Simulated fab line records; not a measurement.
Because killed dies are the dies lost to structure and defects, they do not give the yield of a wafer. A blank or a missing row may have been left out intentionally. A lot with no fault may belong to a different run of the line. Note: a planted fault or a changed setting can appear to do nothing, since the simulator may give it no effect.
Chamber matching ; flow sky130 ; rieDiel-03 running SKY_SPACER_ETCHBACK_02: 4 sister chambers
The step etches Si3N4 in CH3F/O2, stops on SiO2, time 46.7 s, target depth 45 nm. 14 wafers are shown with their chamber, then 7 later ones without.

WAFERS PAIRED WITH THEIR CHAMBERS
wafer;chamber;drypumpMotorCurrentA (A);chamberPressureMTorr (mTorr);throttleValvePct (%)
L349.1;0;5.8;24.970;10.563
L349.4;2;6.8;24.998;10.571
L349.5;0;5.8;24.981;10.553
L353.3;2;6.7;24.996;10.567
L353.5;0;5.8;24.954;10.565
L353.6;3;5.5;24.990;10.570
L357.2;0;5.8;24.994;10.563
L357.3;2;6.7;25.000;10.565
L357.6;1;5.1;25.002;10.566
L359.1;2;6.7;25.006;10.560
L359.4;0;5.8;25.017;10.570
L359.6;3;5.4;25.021;10.565
L360.1;0;5.8;24.964;10.555
L360.2;2;6.7;25.005;10.558

SIGNATURES (averages over the wafers above)
reading;chamber 0;chamber 1;chamber 2;chamber 3;scatter within a chamber
drypumpMotorCurrentA;5.800;5.100;6.720;5.450;0.0361
chamberPressureMTorr;24.98000;25.00200;25.00100;25.00550;0.0178
throttleValvePct;10.56150;10.56600;10.56420;10.56750;0.00572
Rule: a wafer lies at a distance from a chamber equal to the root of the sum of squares, over the readings, of (its reading less the chamber's mean, divided by the reading's scatter). If the next closest chamber is less than 2 further off than the closest, the wafer can't be placed; otherwise it belongs to the closest. The scatter: take each reading less its chamber's mean, square it, sum over the shown wafers, divide by the number of wafers less the number of chambers, and take the root.

WAFERS WITH NO CHAMBER GIVEN
wafer;drypumpMotorCurrentA (A);chamberPressureMTorr (mTorr);throttleValvePct (%)
L360.3;5.1;24.991;10.575
L362.4;5.5;25.006;10.572
L362.5;5.5;24.997;10.567
L362.6;5.8;25.015;10.555
L363.4;5.5;25.010;10.582
L363.5;6.7;25.040;10.561
L363.6;5.1;25.003;10.556

THE CHAMBER EACH PASSED THROUGH
wafer;from the rows above;in truth
L360.3;1;1
L362.4;3;3
L362.5;3;3
L362.6;0;0
L363.4;3;3
L363.5;2;2
L363.6;1;1
7 of 7 placed correctly. Not placeable from these rows: 0. Placed wrongly: 0.
